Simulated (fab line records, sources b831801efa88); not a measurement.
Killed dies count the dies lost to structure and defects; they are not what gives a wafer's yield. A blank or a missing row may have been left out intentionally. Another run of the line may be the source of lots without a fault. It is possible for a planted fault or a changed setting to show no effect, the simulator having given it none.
fab line records    flow sky130
[record] lots = 14  wafers = 41  last-day = 49
route steps=708 shown NWELL@77
lots that met no fault: from a run of the same line without faults
start-h: the number of hours between the record's first day and the start of the first shown wafer of the lot    wait-h: hours elapsed since this lot's preceding step    " unchanged from the row above    L1.1+2: a row that stands for several wafers    - value missing, or start not given    * or withheld: withheld    < > ~ a bound
route shown NAME@n: NAME is a module with steps in the file, n the number in the route of the first one    usual: mean/standard deviation of fault-free wafers    same: alike in all rows    chamber/n: place in a boat    sites: readings site by site    _std_site: the values' standard deviation    _edge_site: mean of outer sites minus mean of inner sites    radius-mm: for every site, how far away it sits from the centre of the wafer    mask NAME#n: copy n    behind: tool/chamber where the wafer was last shaped    hold: reason for holding the lot/hours on hold/outcome of the hold    device: transistor that didn't switch, given as n, p or np    end of line: the route-end tests of the same wafers    a step given without rows: its recipe and nothing more    killed: the dies lost at the first sort to structure and to defects; this is not the yield of the wafer    map: dies across one wafer; x = killed, . = not, _ = none there
set.NAME: the setting the step ran with; set.NAME@STEP: the setting that earlier step ran with    model.NAME: the simulator's own value behind a step, which no gauge read
steps of the route over a sample of lots; a table a step, a row a wafer
services: from which hour (start-h, from the record's first day; less than 0 if before it) a tool's chamber was out of use, for how many hours, and why
[[steps]]
[step SKY_NWELL_IMPLANT_24]
[recipe] species = B  energy-kev = 140  dose-cm2 = 9.2e+12  tilt-deg = withheld
lot.wafer   tool          chamber  start-h  wait-h
L299.1+4+6  implanter-03  0        104.80   0.0
L300.4+5+6  implanter-03  0        110.61   0.1
L301.1+3+6  implanter-03  0        114.18   0.0
L302.1+3+5  implanter-01  0        118.70   0.0
L303.2+3+4  implanter-03  0        127.07   0.0
L304.2+3+6  implanter-04  0        132.17   0.0
L306.3+4+5  implanter-03  0        145.00   0.1
L307.1+3+4  implanter-04  0        149.73   0.0
L308.2+4+6  implanter-04  0        157.37   0.0
L310.2+4+5  implanter-01  0        170.62   0.0
L311.2+3+6  implanter-04  0        176.36   0.0
L312.1+3+5  implanter-03  0        186.43   0.0
L314.3+5    implanter-03  0        198.15   0.1
L316.1+5+6  implanter-03  0        209.90   0.0
[step SKY_NWELL_TW_MEAS_26]
[usual] NWELL_2_TW = 498.1/2.9
lot.wafer  tool           chamber  start-h  wait-h  NWELL_2_TW
L299.1     film-metro-02  -        105.05   0.1     499.0
L299.4     "              -        "        "       498.3
L299.6     "              -        "        "       498.8
L300.4     film-metro-02  -        110.81   0.1     499.0
L300.5     "              -        "        "       498.5
L300.6     "              -        "        "       495.7
L301.1     film-metro-01  -        114.43   0.1     502.3
L301.3     "              -        "        "       504.2
L301.6     "              -        "        "       502.1
L302.1     film-metro-02  -        118.95   0.1     494.9
L302.3     "              -        "        "       495.4
L302.5     "              -        "        "       494.5
L303.2     film-metro-01  -        127.31   0.1     499.0
L303.3     "              -        "        "       498.2
L303.4     "              -        "        "       498.1
L304.2     film-metro-02  -        132.41   0.1     494.3
L304.3     "              -        "        "       496.3
L304.6     "              -        "        "       494.6
L306.3     film-metro-01  -        145.22   0.1     503.2
L306.4     "              -        "        "       505.8
L306.5     "              -        "        "       501.6
L307.1     film-metro-04  -        149.98   0.1     500.1
L307.3     "              -        "        "       500.8
L307.4     "              -        "        "       498.1
L308.2     film-metro-02  -        157.61   0.1     500.5
L308.4     "              -        "        "       495.4
L308.6     "              -        "        "       497.8
L310.2     film-metro-02  -        170.86   0.1     498.6
L310.4     "              -        "        "       495.1
L310.5     "              -        "        "       496.8
L311.2     film-metro-01  -        176.59   0.1     498.1
L311.3     "              -        "        "       501.7
L311.6     "              -        "        "       498.8
L312.1     film-metro-02  -        186.68   0.1     496.6
L312.3     "              -        "        "       496.3
L312.5     "              -        "        "       497.0
L314.3     film-metro-02  -        198.37   0.1     480.6
L314.5     "              -        "        "       496.2
L316.1     film-metro-02  -        210.15   0.1     478.8
L316.5     "              -        "        "       492.0
L316.6     "              -        "        "       494.3
[[services]]
tool          chamber  start-h  hours  kind
implanter-03  -        151.73   9.9    repair
implanter-03  -        174.77   3.5    pm
implanter-04  -        176.97   20.2   pm
[[key]]
[first-sign] step = SKY_NWELL_TW_MEAS_26  reading = NWELL_2_TW  direction = down  sigmas = 6.3  usual = 498.1  struck = 479.7
effect none on later readings
met-at SKY_NWELL_IMPLANT_24
struck-lots L314,L316
struck-wafers L314.3,L316.1
tester-left-out L314,L316
onset-between 186.43 198.15
[fault] kind = process-parameter-drift  tool = implanter-03  chamber = -  onset-h = 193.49  steps = SKY_NWELL_IMPLANT_24  channel = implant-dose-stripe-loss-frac  offset = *  shape = step  end-h = 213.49  scope = struck-wafers-only
// tester-left-out: of these lots the tester's yield and bins aren't shown, on N5 and GAA mostly nor the transistor test; their killed dies are dies lost to structure and defects alone, not to doping, threshold or leakage, so they don't give the yield
